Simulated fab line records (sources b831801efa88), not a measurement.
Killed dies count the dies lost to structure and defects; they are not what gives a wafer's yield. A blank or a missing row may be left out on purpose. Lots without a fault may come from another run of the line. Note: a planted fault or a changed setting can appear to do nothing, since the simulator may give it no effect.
fab line records -- flow sky130
[record] lots = 15, wafers = 45, last_day = 50
route steps=708 shown LDD_LDN@301 SD_N@353 SD_P@359
lots that met no fault: from a run of the same line without faults
start_h: hours from the record's opening day to when the first of the lot's shown wafers began -- wait_h: hours since the lot's step before -- " repeats the value in the row above -- L1.1+2: several wafers, shown together as one row -- - either no value or no given start -- * or withheld: withheld -- < > ~ a bound
route shown NAME@n: names a module that has steps shown in the file, with the first one's number in the route -- usual: average and standard deviation across the fault-free wafers -- same: alike in all rows -- chamber/n: place in a boat -- sites: readings site by site -- _std_site: the values' standard deviation -- _edge_site: inner sites' mean taken away from outer sites' mean -- radius_mm: how far each site lies from the wafer's centre -- mask NAME#n: copy n -- behind: the tool/chamber that last shaped the wafer -- hold: what put the lot on hold/how long, in hours/how the hold closed -- device: the transistor (n, p or np) that didn't switch -- end of line: at the end of the route, the tests of the same wafers -- a step given without rows: its recipe and nothing more -- killed: dies lost to structure and defects at the first sort, not the wafer's yield -- map: dies across one wafer; x = killed, . = not, _ = none there
set.NAME: the setting that was run; set.NAME@STEP: the one run at that earlier step -- model.NAME: the simulator's own value behind a step, which no gauge read
the route's steps for a sample of lots (tables are steps, rows are wafers)
services: a tool's chamber out of use, with start hour (start_h, from the record's first day; less than 0 if before it), hours out, and reason
[[steps]]
[step SKY_LDD_LDN_STRIP_12]
[recipe] chemistry = O2/N2, power_w = 1400, pressure_mtorr = 1500, platen_temp_c = withheld, o2_flow_sccm = 3000, n2_flow_sccm = 300, overash_fraction = 0.5
[usual] drypump_motor_current_A = 5.4/0.44, n2_flow_sccm = 299.9/0.88, oes_product_au = 0.717/0.0044, strip_time_to_endpoint_s = 14.18/0.045
lot.wafer,tool,chamber,start_h,wait_h,drypump_motor_current_A,n2_flow_sccm,oes_product_au,rf_hours_counter_h,strip_time_to_endpoint_s
L344.2,plasma_asher-03,1,566.53,0.1,5.0,299.9,0.717,91,14.14
L344.3,plasma_asher-03,1,566.53,0.1,5.0,299.6,0.721,-,14.18
L344.5,plasma_asher-03,1,566.53,0.1,5.0,298.3,0.718,-,14.16
L343.2,plasma_asher-01,1,566.94,0.1,5.8,300.4,0.726,13,14.16
L343.3,plasma_asher-01,0,566.94,0.1,4.9,299.3,0.711,-,14.23
L343.6,plasma_asher-01,1,566.94,0.1,5.8,298.3,0.717,-,14.18
L341.3,plasma_asher-04,0,567.46,0.1,5.7,301.8,0.718,-,14.17
L341.4,plasma_asher-04,1,567.46,0.1,5.0,300.4,0.716,-,14.17
L341.5,plasma_asher-04,0,567.46,0.1,5.7,300.5,0.716,-,14.18
L345.1,plasma_asher-03,1,567.84,0.1,5.0,300.3,0.724,92,14.20
L345.3,plasma_asher-03,0,567.84,0.1,6.0,300.0,0.724,-,14.19
L345.5,plasma_asher-03,1,567.84,0.1,5.0,299.9,0.713,-,14.19
L346.2,plasma_asher-03,0,573.44,0.1,6.0,299.2,0.712,92,14.26
L346.3,plasma_asher-03,1,573.44,0.1,5.0,299.5,0.719,-,14.22
L346.4,plasma_asher-03,0,573.44,0.1,6.0,298.2,0.710,-,14.27
L348.3,plasma_asher-01,0,589.38,0.1,4.9,300.2,0.713,-,14.17
L348.4,plasma_asher-01,1,589.38,0.1,5.8,299.5,0.718,-,14.18
L348.6,plasma_asher-01,1,589.38,0.1,5.8,300.2,0.719,-,14.21
L350.3,plasma_asher-03,1,614.08,0.1,5.0,300.4,0.716,-,14.23
L350.4,plasma_asher-03,0,614.08,0.1,6.0,300.7,0.717,-,14.20
L350.6,plasma_asher-03,1,614.08,0.1,5.0,300.1,0.722,-,14.22
L355.1,plasma_asher-04,0,663.19,0.1,5.7,300.4,0.714,50,14.25
L355.2,plasma_asher-04,1,663.19,0.1,5.1,300.5,0.725,50,14.19
L355.3,plasma_asher-04,1,663.19,0.1,5.1,301.2,0.717,-,14.21
L354.1,plasma_asher-04,1,669.49,0.1,5.1,299.0,0.716,51,14.24
L354.2,plasma_asher-04,0,669.49,0.1,5.6,301.3,0.720,51,14.26
L354.4,plasma_asher-04,1,669.49,0.1,5.1,299.8,0.717,-,14.25
L357.1,plasma_asher-01,1,676.53,0.1,5.8,301.8,0.714,24,14.11
L357.3,plasma_asher-01,1,676.53,0.1,5.8,301.2,0.710,-,14.12
L357.5,plasma_asher-01,0,676.53,0.1,4.9,298.0,0.716,-,14.11
L359.1,plasma_asher-03,0,685.53,0.1,6.0,299.0,0.719,103,14.20
L359.3,plasma_asher-03,1,685.53,0.1,5.0,301.0,0.714,-,14.20
L359.4,plasma_asher-03,0,685.53,0.1,6.0,299.9,0.713,-,14.18
L360.1,plasma_asher-01,1,695.14,0.1,5.9,298.6,0.714,25,14.19
L360.3,plasma_asher-01,0,695.14,0.1,4.9,298.9,0.715,-,14.18
L360.6,plasma_asher-01,1,695.14,0.1,5.8,299.8,0.724,-,14.14
L362.3,plasma_asher-01,0,715.76,0.1,4.9,299.3,0.719,-,14.23
L362.4,plasma_asher-01,1,715.76,0.1,5.8,299.1,0.713,-,14.18
L362.5,plasma_asher-01,0,715.76,0.1,4.9,300.4,0.704,-,14.19
L363.1,plasma_asher-01,0,717.89,0.1,4.9,300.0,0.716,28,14.11
L363.2,plasma_asher-01,1,717.89,0.1,5.8,298.6,0.720,28,14.12
L363.5,plasma_asher-01,1,717.89,0.1,5.8,300.4,0.711,-,14.10
L364.1,plasma_asher-01,0,724.54,0.1,4.9,299.5,0.723,29,14.17
L364.2,plasma_asher-01,1,724.54,0.1,5.8,298.5,0.709,29,14.16
L364.6,plasma_asher-01,0,724.54,0.1,4.9,299.2,0.723,-,14.18
[step SKY_LDD_LDN_TW_MEAS_13]
[usual] LDD_LDN_TW = 1475/20
lot.wafer,tool,chamber,start_h,wait_h,LDD_LDN_TW
L344.2,film_metro-01,-,566.64,0.1,1449
L344.3,film_metro-01,-,566.64,0.1,1444
L344.5,film_metro-01,-,566.64,0.1,1443
L343.2,film_metro-03,-,567.05,0.1,1496
L343.3,film_metro-03,-,567.05,0.1,1502
L343.6,film_metro-03,-,567.05,0.1,1499
L341.3,film_metro-02,-,567.55,0.1,1469
L341.4,film_metro-02,-,567.55,0.1,1476
L341.5,film_metro-02,-,567.55,0.1,1481
L345.1,film_metro-03,-,567.94,0.1,1486
L345.3,film_metro-03,-,567.94,0.1,1498
L345.5,film_metro-03,-,567.94,0.1,1497
L346.2,film_metro-03,-,573.55,0.1,1496
L346.3,film_metro-03,-,573.55,0.1,1497
L346.4,film_metro-03,-,573.55,0.1,1493
L348.3,film_metro-02,-,589.46,0.1,1470
L348.4,film_metro-02,-,589.46,0.1,1478
L348.6,film_metro-02,-,589.46,0.1,1466
L350.3,film_metro-01,-,614.16,0.1,1440
L350.4,film_metro-01,-,614.16,0.1,1443
L350.6,film_metro-01,-,614.16,0.1,1446
L355.1,film_metro-01,-,663.29,0.1,1439
L355.2,film_metro-01,-,663.29,0.1,1450
L355.3,film_metro-01,-,663.29,0.1,1440
L354.1,film_metro-02,-,669.59,0.1,1474
L354.2,film_metro-02,-,669.59,0.1,1473
L354.4,film_metro-02,-,669.59,0.1,1482
L357.1,film_metro-01,-,676.63,0.1,1445
L357.3,film_metro-01,-,676.63,0.1,1446
L357.5,film_metro-01,-,676.63,0.1,1438
L359.1,film_metro-02,-,685.63,0.1,1473
L359.3,film_metro-02,-,685.63,0.1,1469
L359.4,film_metro-02,-,685.63,0.1,1479
L360.1,film_metro-01,-,695.24,0.1,1448
L360.3,film_metro-01,-,695.24,0.1,1443
L360.6,film_metro-01,-,695.24,0.1,1441
L362.3,film_metro-03,-,715.85,0.1,1482
L362.4,film_metro-03,-,715.85,0.1,1479
L362.5,film_metro-03,-,715.85,0.1,1483
L363.1,film_metro-03,-,717.99,0.1,1472
L363.2,film_metro-03,-,717.99,0.1,1481
L363.5,film_metro-03,-,717.99,0.1,1473
L364.1,film_metro-01,-,724.64,0.1,1445
L364.2,film_metro-01,-,724.64,0.1,1443
L364.6,film_metro-01,-,724.64,0.1,1453
[step SKY_SD_N_STRIP_11]
[recipe] chemistry = O2/N2, power_w = 1400, pressure_mtorr = 1500, platen_temp_c = withheld, o2_flow_sccm = 3000, n2_flow_sccm = 300, overash_fraction = 0.5
[usual] drypump_motor_current_A = 5.4/0.43, n2_flow_sccm = 300.0/0.87, oes_product_au = 0.527/0.0045, strip_time_to_endpoint_s = 22.55/0.04
lot.wafer,tool,chamber,start_h,wait_h,drypump_motor_current_A,n2_flow_sccm,oes_product_au,rf_hours_counter_h,strip_time_to_endpoint_s
L344.2,plasma_asher-01,1,684.15,0.1,5.8,300.8,0.528,25,22.54
L344.3,plasma_asher-01,0,684.15,0.1,4.9,299.2,0.521,-,22.62
L344.5,plasma_asher-01,1,684.15,0.1,5.8,298.8,0.531,-,22.56
L341.3,plasma_asher-04,1,684.59,0.1,5.0,299.4,0.522,-,22.59
L341.4,plasma_asher-04,0,684.59,0.1,5.6,300.3,0.530,-,22.56
L341.5,plasma_asher-04,0,684.59,0.1,5.7,298.8,0.526,-,22.62
L343.2,plasma_asher-04,0,685.31,0.1,5.7,299.8,0.527,52,22.59
L343.3,plasma_asher-04,0,685.31,0.1,5.7,299.6,0.518,-,22.58
L343.6,plasma_asher-04,0,685.31,0.1,5.7,299.1,0.527,-,22.57
L345.1,plasma_asher-04,1,686.71,0.1,5.0,299.5,0.520,52,22.52
L345.3,plasma_asher-04,1,686.71,0.1,5.1,300.4,0.524,-,22.51
L345.5,plasma_asher-04,1,686.71,0.1,5.1,300.8,0.534,-,22.48
L346.2,plasma_asher-03,0,689.76,0.1,6.0,301.0,0.522,104,22.59
L346.3,plasma_asher-03,0,689.76,0.1,6.0,300.2,0.532,-,22.56
L346.4,plasma_asher-03,1,689.76,0.1,5.0,300.1,0.519,-,22.55
L348.3,plasma_asher-03,0,704.75,0.1,6.0,299.4,0.519,-,22.54
L348.4,plasma_asher-03,1,704.75,0.1,4.9,300.9,0.532,-,22.56
L348.6,plasma_asher-03,0,704.75,0.1,6.0,299.9,0.524,-,22.56
L350.3,plasma_asher-03,0,731.10,0.1,6.0,298.8,0.524,-,22.57
L350.4,plasma_asher-03,1,731.10,0.1,5.0,298.3,0.526,-,22.59
L350.6,plasma_asher-03,1,731.10,0.1,5.0,300.4,0.526,-,22.57
L355.1,plasma_asher-03,0,776.46,0.1,6.0,300.0,0.532,3,22.53
L355.2,plasma_asher-03,1,776.46,0.1,5.0,300.8,0.527,3,22.54
L355.3,plasma_asher-03,1,776.46,0.1,4.9,301.7,0.527,-,22.56
L354.1,plasma_asher-01,0,783.85,0.1,4.9,300.0,0.529,35,22.49
L354.2,plasma_asher-01,1,783.85,0.1,5.8,300.5,0.527,35,22.52
L354.4,plasma_asher-01,0,783.85,0.1,4.9,299.8,0.525,-,22.53
L357.1,plasma_asher-03,0,789.71,0.1,6.0,300.1,0.526,4,22.48
L357.3,plasma_asher-03,1,789.71,0.1,5.0,299.5,0.529,-,22.46
L357.5,plasma_asher-03,0,789.71,0.1,6.0,301.1,0.533,-,22.56
L359.1,plasma_asher-01,0,797.00,0.1,4.9,299.8,0.534,36,22.57
L359.3,plasma_asher-01,1,797.00,0.1,5.8,299.6,0.529,-,22.58
L359.4,plasma_asher-01,0,797.00,0.1,4.9,298.3,0.525,-,22.55
L360.1,plasma_asher-01,1,807.10,0.1,5.8,299.8,0.530,37,22.46
L360.3,plasma_asher-01,0,807.10,0.1,4.9,300.2,0.520,-,22.45
L360.6,plasma_asher-01,1,807.10,0.1,5.8,301.8,0.527,-,22.41
L362.3,plasma_asher-04,0,826.94,0.1,5.7,299.5,0.533,-,22.54
L362.4,plasma_asher-04,1,826.94,0.1,5.1,298.8,0.534,-,22.55
L362.5,plasma_asher-04,0,826.94,0.1,5.7,300.0,0.531,-,22.54
L363.1,plasma_asher-01,0,830.77,0.1,4.9,299.4,0.526,39,22.56
L363.2,plasma_asher-01,1,830.77,0.1,5.8,301.6,0.525,39,22.53
L363.5,plasma_asher-01,0,830.77,0.1,4.9,300.6,0.525,-,22.52
L364.1,plasma_asher-04,1,835.81,0.1,5.1,299.0,0.527,68,22.59
L364.2,plasma_asher-04,0,835.81,0.1,5.7,299.8,0.526,68,22.55
L364.6,plasma_asher-04,0,835.81,0.1,5.7,299.7,0.524,-,22.59
[step SKY_SD_N_RTA_14]
[recipe] temp_c = 1075, time_s = 2, idle_temp_c = 650, ramp_up_c_per_s = 150, ramp_down_c_per_s = 90, ambient = N2
[usual] chamber_o2_ppm = 1.999/0.019, lamp_power_pct = 15.74/0.057, wafer_temp_C_max = 1078.0/1.2
lot.wafer,tool,chamber,start_h,wait_h,chamber_o2_ppm,lamp_power_pct,wafer_temp_C_max
L344.2,rtp_anneal-01,0,684.37,0.0,2.015,15.73,1077.4
L344.3,rtp_anneal-01,0,684.37,0.0,1.988,15.82,1077.6
L344.5,rtp_anneal-01,0,684.37,0.0,1.963,15.75,1081.9
L341.3,rtp_anneal-02,0,684.78,0.0,1.978,15.71,1078.0
L341.4,rtp_anneal-02,0,684.78,0.0,1.996,15.64,1079.5
L341.5,rtp_anneal-02,0,684.78,0.0,2.003,15.74,1080.9
L343.2,rtp_anneal-01,0,685.53,0.0,1.957,14.84,1045.4
L343.3,rtp_anneal-01,0,685.53,0.0,1.956,14.92,1044.0
L343.6,rtp_anneal-01,0,685.53,0.0,1.983,14.89,1044.4
L345.1,rtp_anneal-02,0,686.92,0.0,1.999,15.79,1077.4
L345.3,rtp_anneal-02,0,686.92,0.0,2.007,15.71,1079.3
L345.5,rtp_anneal-02,0,686.92,0.0,2.018,15.60,1079.6
L346.2,rtp_anneal-01,0,689.97,0.0,2.006,14.85,1043.8
L346.3,rtp_anneal-01,0,689.97,0.0,2.000,14.90,1044.4
L346.4,rtp_anneal-01,0,689.97,0.0,1.977,14.78,1044.7
L348.3,rtp_anneal-01,0,704.94,0.0,1.988,14.78,1046.5
L348.4,rtp_anneal-01,0,704.94,0.0,1.961,14.97,1043.6
L348.6,rtp_anneal-01,0,704.94,0.0,1.981,14.86,1043.9
L350.3,rtp_anneal-02,0,731.29,0.0,1.984,15.74,1078.0
L350.4,rtp_anneal-02,0,731.29,0.0,1.988,15.73,1079.5
L350.6,rtp_anneal-02,0,731.29,0.0,1.990,15.72,1076.9
L355.1,rtp_anneal-01,0,776.73,0.0,1.989,15.82,1076.6
L355.2,rtp_anneal-01,0,776.73,0.0,1.954,15.74,1079.8
L355.3,rtp_anneal-01,0,776.73,0.0,1.983,15.88,1078.1
L354.1,rtp_anneal-02,0,784.06,0.0,1.981,15.75,1077.5
L354.2,rtp_anneal-02,0,784.06,0.0,1.986,15.80,1080.2
L354.4,rtp_anneal-02,0,784.06,0.0,2.001,15.86,1078.4
L357.1,rtp_anneal-01,0,789.93,0.0,2.019,15.72,1075.9
L357.3,rtp_anneal-01,0,789.93,0.0,2.026,15.78,1080.6
L357.5,rtp_anneal-01,0,789.93,0.0,2.013,15.69,1079.0
L359.1,rtp_anneal-01,0,797.21,0.0,1.995,15.70,1079.2
L359.3,rtp_anneal-01,0,797.21,0.0,2.027,15.69,1077.4
L359.4,rtp_anneal-01,0,797.21,0.0,1.996,15.79,1078.3
L360.1,rtp_anneal-01,0,807.31,0.0,1.991,15.63,1078.2
L360.3,rtp_anneal-01,0,807.31,0.0,1.992,15.80,1076.4
L360.6,rtp_anneal-01,0,807.31,0.0,1.985,15.78,1077.9
L362.3,rtp_anneal-01,0,827.13,0.0,1.993,15.60,1077.2
L362.4,rtp_anneal-01,0,827.13,0.0,1.987,15.72,1078.3
L362.5,rtp_anneal-01,0,827.13,0.0,1.978,15.83,1080.9
L363.1,rtp_anneal-02,0,830.98,0.0,2.019,15.77,1080.3
L363.2,rtp_anneal-02,0,830.98,0.0,1.966,15.77,1078.3
L363.5,rtp_anneal-02,0,830.98,0.0,2.013,15.68,1077.2
L364.1,rtp_anneal-01,0,836.02,0.0,2.012,15.72,1077.7
L364.2,rtp_anneal-01,0,836.02,0.0,2.026,15.69,1078.8
L364.6,rtp_anneal-01,0,836.02,0.0,1.990,15.74,1076.9
[step SKY_SD_N_RS_MEAS_16]
[recipe] thk_meas_gauge = four-point-probe
[usual] SD_N_RS = 68.46/0.12
lot.wafer,tool,chamber,start_h,wait_h,SD_N_RS[ohm/sq]
L344.2,film_metro-01,-,684.55,0.1,68.28
L344.3,film_metro-01,-,684.55,0.1,68.31
L344.5,film_metro-01,-,684.55,0.1,68.31
L341.3,film_metro-04,-,684.98,0.1,68.55
L341.4,film_metro-04,-,684.98,0.1,68.68
L341.5,film_metro-04,-,684.98,0.1,68.47
L343.2,film_metro-04,-,685.72,0.1,73.31
L343.3,film_metro-04,-,685.72,0.1,73.15
L343.6,film_metro-04,-,685.72,0.1,73.41
L345.1,film_metro-02,-,687.10,0.1,68.50
L345.3,film_metro-02,-,687.10,0.1,68.46
L345.5,film_metro-02,-,687.10,0.1,68.50
L346.2,film_metro-02,-,690.16,0.1,73.56
L346.3,film_metro-02,-,690.16,0.1,73.47
L346.4,film_metro-02,-,690.16,0.1,73.42
L348.3,film_metro-01,-,705.14,0.1,73.26
L348.4,film_metro-01,-,705.14,0.1,73.35
L348.6,film_metro-01,-,705.14,0.1,73.15
L350.3,film_metro-04,-,731.49,0.1,68.43
L350.4,film_metro-04,-,731.49,0.1,68.67
L350.6,film_metro-04,-,731.49,0.1,68.59
L355.1,film_metro-02,-,776.90,0.1,68.51
L355.2,film_metro-02,-,776.90,0.1,68.68
L355.3,film_metro-02,-,776.90,0.1,68.53
L354.1,film_metro-01,-,784.23,0.1,68.44
L354.2,film_metro-01,-,784.23,0.1,68.40
L354.4,film_metro-01,-,784.23,0.1,68.37
L357.1,film_metro-04,-,790.10,0.1,68.57
L357.3,film_metro-04,-,790.10,0.1,68.72
L357.5,film_metro-04,-,790.10,0.1,68.46
L359.1,film_metro-01,-,797.39,0.1,68.49
L359.3,film_metro-01,-,797.39,0.1,68.29
L359.4,film_metro-01,-,797.39,0.1,68.47
L360.1,film_metro-02,-,807.48,0.1,68.45
L360.3,film_metro-02,-,807.48,0.1,68.54
L360.6,film_metro-02,-,807.48,0.1,68.54
L362.3,film_metro-04,-,827.33,0.1,68.35
L362.4,film_metro-04,-,827.33,0.1,68.34
L362.5,film_metro-04,-,827.33,0.1,68.43
L363.1,film_metro-01,-,831.15,0.1,68.28
L363.2,film_metro-01,-,831.15,0.1,68.32
L363.5,film_metro-01,-,831.15,0.1,68.37
L364.1,film_metro-01,-,836.20,0.1,68.29
L364.2,film_metro-01,-,836.20,0.1,68.51
L364.6,film_metro-01,-,836.20,0.1,68.28
[step SKY_SD_N_RS_MEAS_17]
[recipe] thk_meas_gauge = four-point-probe
[usual] SD_P_RS = 147.8/0.37
lot.wafer,tool,chamber,start_h,wait_h,SD_P_RS[ohm/sq]
L344.2,film_metro-01,-,684.67,0.1,147.7
L344.3,film_metro-01,-,684.67,0.1,147.6
L344.5,film_metro-01,-,684.67,0.1,148.0
L341.3,film_metro-04,-,685.10,0.1,148.1
L341.4,film_metro-04,-,685.10,0.1,148.2
L341.5,film_metro-04,-,685.10,0.1,147.8
L343.2,film_metro-04,-,685.84,0.1,177.4
L343.3,film_metro-04,-,685.84,0.1,176.9
L343.6,film_metro-04,-,685.84,0.1,177.7
L345.1,film_metro-02,-,687.22,0.1,148.1
L345.3,film_metro-02,-,687.22,0.1,147.9
L345.5,film_metro-02,-,687.22,0.1,147.9
L346.2,film_metro-02,-,690.28,0.1,178.5
L346.3,film_metro-02,-,690.28,0.1,178.4
L346.4,film_metro-02,-,690.28,0.1,178.5
L348.3,film_metro-01,-,705.26,0.1,177.0
L348.4,film_metro-01,-,705.26,0.1,177.6
L348.6,film_metro-01,-,705.26,0.1,176.9
L350.3,film_metro-04,-,731.61,0.1,147.8
L350.4,film_metro-04,-,731.61,0.1,148.1
L350.6,film_metro-04,-,731.61,0.1,148.6
L355.1,film_metro-02,-,777.02,0.1,148.5
L355.2,film_metro-02,-,777.02,0.1,148.0
L355.3,film_metro-02,-,777.02,0.1,148.1
L354.1,film_metro-01,-,784.35,0.1,147.6
L354.2,film_metro-01,-,784.35,0.1,147.5
L354.4,film_metro-01,-,784.35,0.1,147.9
L357.1,film_metro-04,-,790.22,0.1,147.9
L357.3,film_metro-04,-,790.22,0.1,148.4
L357.5,film_metro-04,-,790.22,0.1,147.9
L359.1,film_metro-01,-,797.51,0.1,147.7
L359.3,film_metro-01,-,797.51,0.1,147.5
L359.4,film_metro-01,-,797.51,0.1,148.1
L360.1,film_metro-02,-,807.60,0.1,147.8
L360.3,film_metro-02,-,807.60,0.1,147.9
L360.6,film_metro-02,-,807.60,0.1,148.6
L362.3,film_metro-04,-,827.45,0.1,147.3
L362.4,film_metro-04,-,827.45,0.1,147.5
L362.5,film_metro-04,-,827.45,0.1,147.3
L363.1,film_metro-01,-,831.27,0.1,147.2
L363.2,film_metro-01,-,831.27,0.1,147.5
L363.5,film_metro-01,-,831.27,0.1,147.8
L364.1,film_metro-01,-,836.32,0.1,147.9
L364.2,film_metro-01,-,836.32,0.1,147.5
L364.6,film_metro-01,-,836.32,0.1,147.7
[[services]]
tool,chamber,start_h,hours,kind
plasma_asher-01,-,557.41,2.3,repair
plasma_asher-03,-,568.71,1.1,repair
plasma_asher-03,-,570.49,1.9,repair
plasma_asher-04,-,617.57,4.3,repair
plasma_asher-01,-,641.11,6.0,repair
plasma_asher-03,-,681.42,1.1,repair
plasma_asher-01,-,686.55,2.7,repair
plasma_asher-01,-,693.12,0.7,repair
plasma_asher-01,-,732.49,1.1,repair
plasma_asher-03,-,733.75,9.0,pm
plasma_asher-03,0,733.75,9.0,vent_cycle
plasma_asher-03,1,733.75,9.0,vent_cycle
plasma_asher-03,0,742.75,-,clean
plasma_asher-03,1,742.75,-,clean
[[key]]
[first_sign] step = SKY_SD_N_RTA_14, reading = wafer_temp_C_max, direction = down, sigmas = 28, usual = *, struck = *
[effect] step = SKY_SD_N_RTA_14, reading = lamp_power_pct, direction = down, sigmas = 15, usual = 15.74, struck = 14.87
[effect] step = SKY_SD_N_RS_MEAS_16, reading = SD_N_RS, direction = up, sigmas = 42, usual = 68.46, struck = 73.34
[effect] step = SKY_SD_N_RS_MEAS_17, reading = SD_P_RS, direction = up, sigmas = 80, usual = 147.8, struck = 177.6
met_at SKY_SD_N_RTA_14
struck_lots L343,L346,L348
sort_left_out L343.2,L343.3,L343.6
tester_left_out L343,L346,L348
not_acting_at SKY_LDD_LDN_STRIP_12,SKY_LDD_LDN_TW_MEAS_13,SKY_SD_N_STRIP_11
onset_between 684.37 685.53
[fault] kind = process_parameter_drift, tool = rtp_anneal-01, chamber = -, onset_h = 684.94, steps = SKY_SD_N_RTA_14, channel = temp_c, offset = *, shape = step, end_h = 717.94, acts_in = *, stated = *
// tester_left_out: of these lots the tester's yield and bins aren't shown, on N5 and GAA mostly nor the transistor test; their killed dies are dies lost to structure and defects alone, not to doping, threshold or leakage, so they don't give the yield
// sort_left_out: the simulated sort isn't trusted on such a fault, so these wafers' sort isn't shown, and their yield isn't known
